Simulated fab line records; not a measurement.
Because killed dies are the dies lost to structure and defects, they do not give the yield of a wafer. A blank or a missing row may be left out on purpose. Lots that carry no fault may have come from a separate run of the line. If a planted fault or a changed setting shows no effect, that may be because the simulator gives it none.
fab line records | flow sky130 | part 1 of 2: steps 1 to 26 of 27
record: lots: 6 | wafers: 18 | lastDay: 49
route steps=708 shown VIA2@527 METAL3@532 CAPM@537 PAD_OPEN@708
lots with no fault: from the same line, run without faults
startH: hours from the record's first day to the start of the lot's first wafer shown | waitH: hours from the lot's prior step to this one | " the same as in the row above | L1.1+2: a row that stands for several wafers | - value missing, or start not given | * or withheld: withheld | < > ~ a bound
route shown NAME@n: NAME is a module with steps in the file, n the number in the route of the first one | usual: the fault-free wafers' mean and standard deviation | same: alike in all rows | chamber/n: place in a boat | sites: each site's reading | _std_site: how widely they spread, as a standard deviation | _edge_site: the outer-site mean with the inner-site mean subtracted | radiusMm: for every site, how far away it sits from the centre of the wafer | mask NAME#n: copy n | behind: the most recent tool/chamber to have shaped the wafer | hold: cause of the lot's hold/its duration in hours/its outcome | device: whichever transistor did not switch (one of n, p or np) | end of line: tests run on the same wafers once the route is complete | step lacking rows: just its recipe | killed: count of dies lost to structure and defects at first sort (not the wafer's yield) | map: a wafer's dies, marking killed ones x, the rest . and places with no die _
set.NAME: the setting as run; set.NAME@STEP: as run at that earlier step | model.NAME: the simulator's own value behind a step, which no gauge read
lots at some steps of the route; a table a step, a row a wafer
services: the hour from which a tool's chamber was out of use, counted from the record's first day as startH (under 0 if before that day), plus the number of hours and why
== steps ==
step: SKY_VIA2_SPUTTER_20
recipe: material: TiN | targetThkNm: 20 | chamberPressurePa: 5 | powerW: 4000 | timeS: 80
step: SKY_VIA2_CVD_21
recipe: material: W | targetThkNm: 420 | timeS: 126.4 | tempC: 400 | pressureTorr: 40
step: SKY_VIA2_RS_MEAS_22
recipe: thkMeasGauge: four-point-probe | reads: W_of_VIA2_CVD_21+TiN_of_VIA2_SPUTTER_20
usual: VIA2_W_RS: 0.2746/0.0024
lot.wafer | tool         | chamber | startH | waitH | VIA2_W_RS[ohm/sq]
L507.4    | filmMetro-03 | -       | 864.02 | 0.1   | 0.2710
L507.5    | "            | -       | "      | "     | 0.2706
L507.6    | "            | -       | "      | "     | 0.2720
L508.1    | filmMetro-02 | -       | 885.55 | 0.1   | 0.2712
L508.5    | "            | -       | "      | "     | 0.2684
L508.6    | "            | -       | "      | "     | 0.2730
L521.1    | filmMetro-03 | -       | 963.34 | 0.1   | 0.2748
L521.4    | "            | -       | "      | "     | 0.2758
L521.5    | "            | -       | "      | "     | 0.2735
L523.2    | filmMetro-02 | -       | 967.67 | 0.1   | 0.2738
L523.3    | "            | -       | "      | "     | 0.2684
L523.6    | "            | -       | "      | "     | 0.2745
L522.3    | filmMetro-02 | -       | 971.65 | 0.1   | 0.2732
L522.5    | "            | -       | "      | "     | 0.2733
L522.6    | "            | -       | "      | "     | 0.2777
L526.2    | filmMetro-02 | -       | 990.29 | 0.1   | 0.2756
L526.4    | "            | -       | "      | "     | 0.2755
L526.5    | "            | -       | "      | "     | 0.2735
step: SKY_VIA2_THK_MEAS_23
recipe: thkMeasGauge: xrf | reads: W_of_VIA2_CVD_21
usual: VIA2_W_THK: 415/4.9
lot.wafer | tool         | chamber | startH | waitH | VIA2_W_THK[nm]
L507.4    | filmMetro-03 | -       | 864.11 | 0.1   | 425
L507.5    | "            | -       | "      | "     | 420
L507.6    | "            | -       | "      | "     | 420
L508.1    | filmMetro-02 | -       | 885.67 | 0.1   | 418
L508.5    | "            | -       | "      | "     | 422
L508.6    | "            | -       | "      | "     | 416
L521.1    | filmMetro-03 | -       | 963.46 | 0.1   | 419
L521.4    | "            | -       | "      | "     | 414
L521.5    | "            | -       | "      | "     | 419
L523.2    | filmMetro-02 | -       | 967.78 | 0.1   | 412
L523.3    | "            | -       | "      | "     | 416
L523.6    | "            | -       | "      | "     | 409
L522.3    | filmMetro-02 | -       | 971.75 | 0.1   | 413
L522.5    | "            | -       | "      | "     | 412
L522.6    | "            | -       | "      | "     | 401
L526.2    | filmMetro-02 | -       | 990.40 | 0.1   | 407
L526.4    | "            | -       | "      | "     | 409
L526.5    | "            | -       | "      | "     | 412
step: SKY_VIA2_CMP_24
recipe: stopOn: SiO2 | tOverpolishS: 20 | downForcePsi: 3.5 | platenRpm: 60 | targetThkNm: 0 | padVelocityMS: 0.94248
usual: motorCurrentA: 10.9/1.2 | overpolishRunS: 20.001/0.0099 | slurryFilterDpKPa: 13.51/0.15 | timeToEndpointS: 101/3.1
lot.wafer | tool   | chamber | startH | waitH | motorCurrentA | overpolishRunS | slurryFilterDpKPa | timeToEndpointS
L507.4    | cmp-02 | 2       | 864.24 | 0.1   | 9.6           | 19.998         | 13.52             | 102
L507.5    | "      | 0       | "      | "     | 10.4          | 20.010         | 13.70             | 102
L507.6    | "      | 1       | "      | "     | 10.5          | 19.989         | 13.39             | 103
L508.1    | cmp-01 | 2       | 885.73 | 0.1   | 11.7          | 20.000         | 13.59             | 102
L508.5    | "      | 2       | "      | "     | 11.3          | 19.979         | 13.43             | 102
L508.6    | "      | 3       | "      | "     | 13.0          | 20.015         | 13.55             | 100
L521.1    | cmp-01 | 2       | 963.57 | 0.1   | 11.3          | 20.000         | 13.54             | 104
L521.4    | "      | 0       | "      | "     | 9.5           | 20.007         | 13.48             | 103
L521.5    | "      | 1       | "      | "     | 12.3          | 19.990         | 13.70             | 104
L523.3    | cmp-01 | 2       | 967.88 | 0.1   | 11.6          | 19.999         | 13.65             | 105
L523.2    | "      | 0       | "      | "     | 8.8           | 20.000         | 13.38             | 104
L523.6    | "      | 1       | "      | "     | 12.3          | 19.994         | 13.47             | 102
L522.3    | cmp-01 | 2       | 971.84 | 0.1   | 11.6          | 19.999         | 13.58             | 104
L522.6    | "      | 1       | "      | "     | 13.0          | 20.005         | 13.72             | 101
L522.5    | "      | 2       | "      | "     | 11.6          | 20.006         | 13.40             | 101
L526.4    | cmp-02 | 0       | 990.45 | 0.0   | 10.2          | 20.016         | 13.30             | 99
L526.2    | "      | 1       | "      | "     | 9.9           | 19.991         | 13.88             | 96
L526.5    | "      | 1       | "      | "     | 10.6          | 19.998         | 13.72             | 99
step: SKY_METAL3_SPUTTER_00
recipe: material: Ti | targetThkNm: 15 | powerW: 3000 | timeS: 10 | chamberPressurePa: 0.4
usual: chamberPressurePa: 0.4000/0.00091 | throttleValvePct: 29.4/1
lot.wafer | tool          | chamber | startH | waitH | chamberPressurePa | throttleValvePct
L507.4    | pvdSputter-02 | -       | 864.45 | 0.2   | 0.3998            | 29.1
L507.5    | "             | -       | "      | "     | 0.4000            | 30.0
L507.6    | "             | -       | "      | "     | 0.3994            | 29.4
L508.1    | pvdSputter-02 | -       | 886.03 | 0.2   | 0.3997            | 27.4
L508.5    | "             | -       | "      | "     | 0.4005            | 29.1
L508.6    | "             | -       | "      | "     | 0.3993            | 27.8
L521.1    | pvdSputter-02 | -       | 963.82 | 0.2   | 0.4000            | 29.8
L521.4    | "             | -       | "      | "     | 0.4003            | 29.4
L521.5    | "             | -       | "      | "     | 0.3996            | 29.9
L523.2    | pvdSputter-02 | -       | 968.13 | 0.1   | 0.4001            | 29.2
L523.3    | "             | -       | "      | "     | 0.4008            | 27.6
L523.6    | "             | -       | "      | "     | 0.4002            | 29.3
L522.3    | pvdSputter-02 | -       | 972.09 | 0.2   | 0.4011            | 29.7
L522.5    | "             | -       | "      | "     | 0.3996            | 27.5
L522.6    | "             | -       | "      | "     | 0.4001            | 29.1
L526.2    | pvdSputter-03 | -       | 990.75 | 0.2   | 0.3998            | 29.7
L526.4    | "             | -       | "      | "     | 0.3999            | 31.7
L526.5    | "             | -       | "      | "     | 0.3986            | 29.6
step: SKY_METAL3_SPUTTER_01
recipe: material: TiN | targetThkNm: 20 | powerW: 6500 | timeS: 16.7 | chamberPressurePa: 0.4
usual: chamberPressurePa: 0.4001/0.00074 | throttleValvePct: 29.4/1
lot.wafer | tool          | chamber | startH | waitH | chamberPressurePa | throttleValvePct
L507.4    | pvdSputter-02 | -       | 864.48 | 0.0   | 0.4009            | 29.1
L507.5    | "             | -       | "      | "     | 0.4021            | 30.0
L507.6    | "             | -       | "      | "     | 0.4008            | 29.5
L508.1    | pvdSputter-02 | -       | 886.05 | 0.0   | 0.3995            | 27.6
L508.5    | "             | -       | "      | "     | 0.3994            | 29.1
L508.6    | "             | -       | "      | "     | 0.4005            | 27.3
L521.1    | pvdSputter-02 | -       | 963.84 | 0.0   | 0.4000            | 30.0
L521.4    | "             | -       | "      | "     | 0.4008            | 29.1
L521.5    | "             | -       | "      | "     | 0.3996            | 30.1
L523.2    | pvdSputter-02 | -       | 968.15 | 0.0   | 0.3995            | 29.0
L523.3    | "             | -       | "      | "     | 0.4014            | 27.5
L523.6    | "             | -       | "      | "     | 0.3993            | 29.6
L522.3    | pvdSputter-02 | -       | 972.11 | 0.0   | 0.4010            | 29.6
L522.5    | "             | -       | "      | "     | 0.4011            | 27.3
L522.6    | "             | -       | "      | "     | 0.4000            | 29.1
L526.2    | pvdSputter-03 | -       | 990.77 | 0.0   | 0.3988            | 29.7
L526.4    | "             | -       | "      | "     | 0.3989            | 31.2
L526.5    | "             | -       | "      | "     | 0.3985            | 29.6
step: SKY_METAL3_SPUTTER_02
recipe: material: AlCu | targetThkNm: 735 | powerW: 10600 | timeS: 39.1 | chamberPressurePa: 0.4
usual: chamberPressurePa: 0.4000/0.00076 | throttleValvePct: 29.4/1
lot.wafer | tool          | chamber | startH | waitH | chamberPressurePa | throttleValvePct
L507.4    | pvdSputter-02 | -       | 864.51 | 0.0   | 0.4000            | 29.0
L507.5    | "             | -       | "      | "     | 0.4011            | 29.9
L507.6    | "             | -       | "      | "     | 0.3996            | 29.4
L508.1    | pvdSputter-02 | -       | 886.08 | 0.0   | 0.3995            | 27.5
L508.5    | "             | -       | "      | "     | 0.3994            | 29.0
L508.6    | "             | -       | "      | "     | 0.4003            | 27.7
L521.1    | pvdSputter-02 | -       | 963.87 | 0.0   | 0.4002            | 29.8
L521.4    | "             | -       | "      | "     | 0.3998            | 29.2
L521.5    | "             | -       | "      | "     | 0.3995            | 29.9
L523.2    | pvdSputter-02 | -       | 968.18 | 0.0   | 0.4004            | 28.9
L523.3    | "             | -       | "      | "     | 0.3989            | 27.2
L523.6    | "             | -       | "      | "     | 0.4001            | 29.5
L522.3    | pvdSputter-02 | -       | 972.14 | 0.0   | 0.3999            | 29.4
L522.5    | "             | -       | "      | "     | 0.4013            | 27.5
L522.6    | "             | -       | "      | "     | 0.4007            | 29.3
L526.2    | pvdSputter-03 | -       | 990.80 | 0.0   | 0.4017            | 29.7
L526.4    | "             | -       | "      | "     | 0.3984            | 31.2
L526.5    | "             | -       | "      | "     | 0.4012            | 29.3
step: SKY_METAL3_SPUTTER_03
recipe: material: Ti | targetThkNm: 5 | powerW: 3000 | timeS: 3.3 | chamberPressurePa: 0.4
step: SKY_METAL3_SPUTTER_04
recipe: material: TiN | targetThkNm: 70 | powerW: 6500 | timeS: 58.3 | chamberPressurePa: 0.4
usual: chamberPressurePa: 0.3999/0.0008 | throttleValvePct: 29.4/1
lot.wafer | tool          | chamber | startH | waitH | chamberPressurePa | throttleValvePct
L507.4    | pvdSputter-02 | -       | 864.57 | 0.0   | 0.4006            | 29.1
L507.5    | "             | -       | "      | "     | 0.4008            | 29.7
L507.6    | "             | -       | "      | "     | 0.3997            | 29.6
L508.1    | pvdSputter-02 | -       | 886.13 | 0.0   | 0.4002            | 27.3
L508.5    | "             | -       | "      | "     | 0.3997            | 28.9
L508.6    | "             | -       | "      | "     | 0.4001            | 27.7
L521.1    | pvdSputter-02 | -       | 963.92 | 0.0   | 0.3992            | 29.8
L521.4    | "             | -       | "      | "     | 0.3999            | 29.4
L521.5    | "             | -       | "      | "     | 0.3991            | 29.8
L523.2    | pvdSputter-02 | -       | 968.24 | 0.0   | 0.4002            | 29.0
L523.3    | "             | -       | "      | "     | 0.3981            | 27.2
L523.6    | "             | -       | "      | "     | 0.4000            | 29.7
L522.3    | pvdSputter-02 | -       | 972.19 | 0.0   | 0.4000            | 29.3
L522.5    | "             | -       | "      | "     | 0.4002            | 27.7
L522.6    | "             | -       | "      | "     | 0.3987            | 29.1
L526.2    | pvdSputter-03 | -       | 990.86 | 0.0   | 0.3994            | 29.6
L526.4    | "             | -       | "      | "     | 0.4010            | 31.5
L526.5    | "             | -       | "      | "     | 0.3988            | 29.5
step: SKY_CAPM_CVD_00
recipe: material: SiO2 | targetThkNm: 15.5 | tempC: 400 | timeS: withheld | rfW: 450
step: SKY_CAPM_THK_MEAS_01
recipe: reads: SiO2_of_CAPM_CVD_00
usual: CAPM_CVD_00_THK: 15.54/0.22
lot.wafer | tool         | chamber | startH | waitH | CAPM_CVD_00_THK[nm]
L507.4    | filmMetro-04 | -       | 864.65 | -     | 15.21
L507.5    | "            | -       | "      | "     | 15.43
L507.6    | "            | -       | "      | "     | 15.15
L508.1    | filmMetro-03 | -       | 886.20 | -     | 15.40
L508.5    | "            | -       | "      | "     | 15.74
L508.6    | "            | -       | "      | "     | 15.59
L521.1    | filmMetro-04 | -       | 963.99 | -     | 15.24
L521.4    | "            | -       | "      | "     | 15.61
L521.5    | "            | -       | "      | "     | 15.50
L523.2    | filmMetro-03 | -       | 968.32 | -     | 15.82
L523.3    | "            | -       | "      | "     | 15.63
L523.6    | "            | -       | "      | "     | 15.85
L522.3    | filmMetro-04 | -       | 972.28 | -     | 15.58
L522.5    | "            | -       | "      | "     | 15.62
L522.6    | "            | -       | "      | "     | 15.77
L526.2    | filmMetro-01 | -       | 990.94 | -     | 15.55
L526.4    | "            | -       | "      | "     | 15.91
L526.5    | "            | -       | "      | "     | 15.47
step: SKY_CAPM_SPUTTER_02
recipe: material: TiN | targetThkNm: 200 | tempC: 300 | powerW: 6500 | timeS: 166.7 | chamberPressurePa: 0.4
usual: chamberPressurePa: 0.4001/0.00086 | throttleValvePct: 29.5/1.2
lot.wafer | tool          | chamber | startH | waitH | chamberPressurePa | throttleValvePct | model.TiN_of_CAPM_SPUTTER_02.thkNm
L507.4    | pvdSputter-01 | -       | 864.68 | 0.0   | 0.3998            | 29.5             | 201.4
L507.5    | "             | -       | "      | "     | 0.4015            | 29.9             | 200.2
L507.6    | "             | -       | "      | "     | 0.3988            | 29.5             | 201.7
L508.1    | pvdSputter-04 | -       | 886.26 | 0.1   | 0.4010            | 28.7             | 195
L508.5    | "             | -       | "      | "     | 0.4005            | 29.0             | 194.1
L508.6    | "             | -       | "      | "     | 0.4008            | 30.6             | 196.6
L521.1    | pvdSputter-01 | -       | 964.05 | 0.1   | 0.4010            | 29.2             | 201.5
L521.4    | "             | -       | "      | "     | 0.4002            | 29.9             | 203.1
L521.5    | "             | -       | "      | "     | 0.4005            | 29.4             | 200.9
L523.2    | pvdSputter-04 | -       | 968.37 | 0.0   | 0.4000            | 29.6             | 197.2
L523.3    | "             | -       | "      | "     | 0.4007            | 27.6             | 307.1
L523.6    | "             | -       | "      | "     | 0.3982            | 29.4             | 196.4
L522.3    | pvdSputter-04 | -       | 972.32 | 0.0   | 0.3993            | 27.4             | 306.4
L522.5    | "             | -       | "      | "     | 0.4009            | 29.2             | 301.9
L522.6    | "             | -       | "      | "     | 0.3995            | 27.2             | 200.7
L526.2    | pvdSputter-01 | -       | 990.99 | 0.0   | 0.4012            | 30.0             | 198.7
L526.4    | "             | -       | "      | "     | 0.3992            | 30.1             | 201.8
L526.5    | "             | -       | "      | "     | 0.4000            | 32.0             | 198.7
step: SKY_CAPM_RS_MEAS_03
recipe: thkMeasGauge: four-point-probe | reads: TiN_of_CAPM_SPUTTER_02
usual: CAPM_TIN_RS: 6.94/0.083
lot.wafer | tool         | chamber | startH | waitH | hold                    | CAPM_TIN_RS[ohm/sq]
L507.4    | filmMetro-03 | -       | 864.85 | 0.1   | -                       | 6.85
L507.5    | "            | -       | "      | "     | -                       | 6.90
L507.6    | "            | -       | "      | "     | -                       | 6.85
L508.1    | filmMetro-04 | -       | 886.37 | 0.1   | -                       | 7.10
L508.5    | "            | -       | "      | "     | -                       | 7.12
L508.6    | "            | -       | "      | "     | -                       | 7.04
L521.1    | filmMetro-03 | -       | 964.16 | 0.1   | -                       | 6.85
L521.4    | "            | -       | "      | "     | -                       | 6.79
L521.5    | "            | -       | "      | "     | -                       | 6.89
L523.2    | filmMetro-01 | -       | 968.50 | 0.1   | awaitDispo/0.2h/release | 7.00
L523.3    | "            | -       | "      | "     | awaitDispo/0.2h/release | 4.47
L523.6    | "            | -       | "      | "     | awaitDispo/0.2h/release | 7.03
L523.2    | filmMetro-01 | -       | 968.78 | 0.3   | -                       | 7.02
L523.3    | "            | -       | "      | "     | -                       | 4.46
L523.6    | "            | -       | "      | "     | -                       | 7.03
L522.3    | filmMetro-01 | -       | 972.47 | 0.1   | awaitDispo/0.2h/release | 4.48
L522.5    | "            | -       | "      | "     | awaitDispo/0.2h/release | 4.54
L522.6    | "            | -       | "      | "     | awaitDispo/0.2h/release | 6.90
L522.3    | filmMetro-01 | -       | 972.88 | 0.4   | -                       | 4.48
L522.5    | "            | -       | "      | "     | -                       | 4.53
L522.6    | "            | -       | "      | "     | -                       | 6.89
L526.2    | filmMetro-01 | -       | 991.12 | 0.1   | -                       | 6.95
L526.4    | "            | -       | "      | "     | -                       | 6.85
L526.5    | "            | -       | "      | "     | -                       | 6.95
step: SKY_CAPM_THK_MEAS_04
recipe: thkMeasGauge: xrf | reads: TiN_of_CAPM_SPUTTER_02
usual: CAPM_TIN_THK: 200.2/2.5
lot.wafer | tool         | chamber | startH | waitH | hold                    | CAPM_TIN_THK[nm]
L507.4    | filmMetro-03 | -       | 864.94 | 0.1   | -                       | 201.9
L507.5    | "            | -       | "      | "     | -                       | 200.5
L507.6    | "            | -       | "      | "     | -                       | 202.2
L508.1    | filmMetro-04 | -       | 886.49 | 0.1   | -                       | 195.3
L508.5    | "            | -       | "      | "     | -                       | 195.4
L508.6    | "            | -       | "      | "     | -                       | 198.0
L521.1    | filmMetro-03 | -       | 964.28 | 0.1   | -                       | 202.8
L521.4    | "            | -       | "      | "     | -                       | 203.1
L521.5    | "            | -       | "      | "     | -                       | 202.2
L523.2    | filmMetro-01 | -       | 970.20 | 1.4   | awaitDispo/0.2h/release | 197.4
L523.3    | "            | -       | "      | "     | awaitDispo/0.2h/release | 307.5
L523.6    | "            | -       | "      | "     | awaitDispo/0.2h/release | 195.6
L523.2    | filmMetro-01 | -       | 970.43 | 0.2   | -                       | 197.8
L523.3    | "            | -       | "      | "     | -                       | 306.4
L523.6    | "            | -       | "      | "     | -                       | 197.7
L522.3    | filmMetro-01 | -       | 976.10 | 3.2   | awaitDispo/0.2h/release | 306.0
L522.5    | "            | -       | "      | "     | awaitDispo/0.2h/release | 302.5
L522.6    | "            | -       | "      | "     | awaitDispo/0.2h/release | 201.3
L522.3    | filmMetro-01 | -       | 976.33 | 0.2   | -                       | 305.6
L522.5    | "            | -       | "      | "     | -                       | 302.7
L522.6    | "            | -       | "      | "     | -                       | 200.6
L526.2    | filmMetro-01 | -       | 991.23 | 0.1   | -                       | 199.7
L526.4    | "            | -       | "      | "     | -                       | 203.9
L526.5    | "            | -       | "      | "     | -                       | 199.5
step: SKY_CAPM_HMDS_06
recipe: primeTimeS: 60 | primeTempC: 120
step: SKY_CAPM_COAT_07
recipe: resist: NOVOLAK | spinRpm: 3000 | resistThkNm: 1140
step: SKY_CAPM_SOFTBAKE_08
recipe: tempC: 90 | timeS: 60 | resist: NOVOLAK
step: SKY_CAPM_EXPOSE_09
recipe: maskId: CAPM | na: 0.6 | sourceShape: conventional | sigmaOuter: 0.6 | polarization: unpolarized | targetCdNm: 1000 | doseMj: 159
step: SKY_CAPM_PEB_10
recipe: tempC: withheld | timeS: * | resist: NOVOLAK
step: SKY_CAPM_DEVELOP_11
recipe: resist: NOVOLAK | developer: TMAH | developTimeS: 60 | devTempC: 23
step: SKY_CAPM_OVL_MEAS_12
usual: CAPM_OVL: -0.4/1.3
lot.wafer | tool       | chamber | startH  | waitH | CAPM_OVL[nm]
L507.4    | overlay-02 | -       | 890.29  | 0.1   | -0.1
L507.5    | "          | -       | "       | "     | 0.5
L507.6    | "          | -       | "       | "     | 0.2
L508.1    | overlay-01 | -       | 911.27  | 0.1   | -0.7
L508.5    | "          | -       | "       | "     | -0.4
L508.6    | "          | -       | "       | "     | -0.5
L521.1    | overlay-02 | -       | 987.62  | 0.1   | -2.3
L521.4    | "          | -       | "       | "     | -3.0
L521.5    | "          | -       | "       | "     | -2.5
L523.2    | overlay-02 | -       | 992.27  | 0.1   | 0.4
L523.3    | "          | -       | "       | "     | -0.4
L523.6    | "          | -       | "       | "     | -0.5
L522.3    | overlay-02 | -       | 995.22  | 0.1   | -0.7
L522.5    | "          | -       | "       | "     | 0.4
L522.6    | "          | -       | "       | "     | -0.4
L526.2    | overlay-01 | -       | 1013.36 | 0.1   | -0.1
L526.4    | "          | -       | "       | "     | 0.0
L526.5    | "          | -       | "       | "     | 1.2
step: SKY_CAPM_METAL_ETCH_13
recipe: targetDepthNm: 220 | stopOn: SiO2 | chemistry: Cl2/BCl3 | target: TiN | pressureMtorr: 10 | icpW: 900 | biasW: 48.5 | Cl2_flow_sccm: 60 | bcl3FlowSccm: 30 | timeS: 62.9
usual: drypumpMotorCurrentA: 5.7/0.49 | oesProductAu: 0.939/0.0072 | throttleValvePct: 21.902/0.0098
lot.wafer | tool        | chamber | startH  | waitH | drypumpMotorCurrentA | oesProductAu | rfHoursCounterH | throttleValvePct
L507.4    | rieMetal-03 | 0       | 890.33  | 0.0   | 6.4                  | 0.944        | -               | 21.907
L507.5    | "           | 0       | "       | "     | 6.5                  | 0.939        | -               | 21.902
L507.6    | "           | 1       | "       | "     | 5.1                  | 0.944        | -               | 21.896
L508.1    | rieMetal-03 | 1       | 911.31  | 0.0   | 5.1                  | 0.927        | 15              | 21.923
L508.5    | "           | 0       | "       | "     | 6.4                  | 0.922        | -               | 21.905
L508.6    | "           | 1       | "       | "     | 5.1                  | 0.936        | -               | 21.900
L521.1    | rieMetal-03 | 1       | 987.66  | 0.0   | 5.1                  | 0.949        | 19              | 21.895
L521.4    | "           | 1       | "       | "     | 5.1                  | 0.944        | -               | 21.895
L521.5    | "           | 0       | "       | "     | 6.4                  | 0.946        | -               | 21.905
L523.2    | rieMetal-02 | 0       | 992.30  | 0.0   | 5.1                  | 0.935        | 5               | 21.915
L523.3    | "           | 0       | "       | "     | 5.1                  | 0.994        | -               | 21.868
L523.6    | "           | 1       | "       | "     | 6.0                  | 0.931        | -               | 21.920
L522.3    | rieMetal-02 | 1       | 995.27  | 0.0   | 6.0                  | 0.996        | -               | 21.849
L522.5    | "           | 1       | "       | "     | 6.0                  | 1.005        | -               | 21.862
L522.6    | "           | 0       | "       | "     | 5.1                  | 0.943        | -               | 21.915
L526.2    | rieMetal-02 | 1       | 1013.39 | 0.0   | 6.0                  | 0.937        | 13              | 21.914
L526.4    | "           | 0       | "       | "     | 5.1                  | 0.949        | -               | 21.887
L526.5    | "           | 1       | "       | "     | 6.0                  | 0.935        | -               | 21.907
step: SKY_CAPM_STRIP_14
recipe: chemistry: O2/N2 | powerW: 1400 | pressureMtorr: 1500 | platenTempC: withheld | o2FlowSccm: 3000 | n2FlowSccm: 300 | overashFraction: 0.5
step: SKY_CAPM_STRIP_15
recipe: chemistry: postEtchResidueRemover | timeS: 1200 | tempC: 72.5
lot.wafer | tool        | chamber | startH  | waitH | model.TiN_of_CAPM_SPUTTER_02.thkNm
L507.4    | wetBench-04 | 0       | 890.48  | 0.0   | 201
L507.5    | "           | 0       | "       | "     | 199.8
L507.6    | "           | 0       | "       | "     | 201.3
L508.1    | wetBench-04 | 2       | 911.48  | 0.1   | 194.6
L508.5    | "           | 2       | "       | "     | 193.7
L508.6    | "           | 2       | "       | "     | 196.1
L521.1    | wetBench-01 | 0       | 987.83  | 0.1   | 201.1
L521.4    | "           | 0       | "       | "     | 202.7
L521.5    | "           | 0       | "       | "     | 200.4
L523.2    | wetBench-01 | 1       | 992.48  | 0.1   | 196.8
L523.3    | "           | 1       | "       | "     | 306.7
L523.6    | "           | 1       | "       | "     | 196
L522.3    | wetBench-01 | 1       | 995.42  | 0.0   | 306
L522.5    | "           | 1       | "       | "     | 301.5
L522.6    | "           | 1       | "       | "     | 200.3
L526.2+5  | wetBench-04 | 0       | 1013.57 | 0.1   | 198.3
L526.4    | "           | 0       | "       | "     | 201.4
step: SKY_CAPM_CLEAN_16
recipe: chemistry: IPA | timeS: 180 | tempC: 25
== key ==
firstSign: step: SKY_CAPM_RS_MEAS_03 | reading: visit | direction: added
effect: step: SKY_CAPM_RS_MEAS_03 | reading: CAPM_TIN_RS | direction: down | sigmas: 29 | usual: 6.94 | struck: 4.50
effect: step: SKY_CAPM_THK_MEAS_04 | reading: visit | direction: added
effect: step: SKY_CAPM_THK_MEAS_04 | reading: CAPM_TIN_THK | direction: up | sigmas: 42 | usual: 200.2 | struck: 305.4
effect: step: SKY_CAPM_METAL_ETCH_13 | reading: oesProductAu | direction: up | sigmas: 8.2 | usual: 0.939 | struck: 0.998
effect: step: SKY_PAD_OPEN_PROBE_99 | reading: killedAtOther | direction: up | sigmas: 99+ | usual: 0.3 | struck: 408
modelEffect: step: SKY_CAPM_SPUTTER_02 | value: TiN_of_CAPM_SPUTTER_02.thkNm | without: 199 | struck: 305.1
modelEffect: step: SKY_CAPM_STRIP_15 | value: TiN_of_CAPM_SPUTTER_02.thkNm | without: 198.5 | struck: 304.7
moreKillsBornAt: SKY_CAPM_METAL_ETCH_13@rieMetal-02: 1223
metAt SKY_CAPM_SPUTTER_02
struckWafers L522.3,L522.5,L523.3
laterRowsLeftOut L522.3,L522.5,L523.3
onsetBetween 886.26 968.37
fault: kind: processParameterDrift | tool: pvdSputter-04 | chamber: - | onsetH: 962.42 | steps: SKY_CAPM_SPUTTER_02 | channel: targetThkNm | offset: 106.18 | shape: step | endH: 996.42 | scope: struckWafersOnly | actsIn: theseRecipesOnly | stated: 200
laterRowsLeftOut: the simulator's readings of these wafers behind a module that went badly wrong aren't trusted and aren't shown, but for the sort
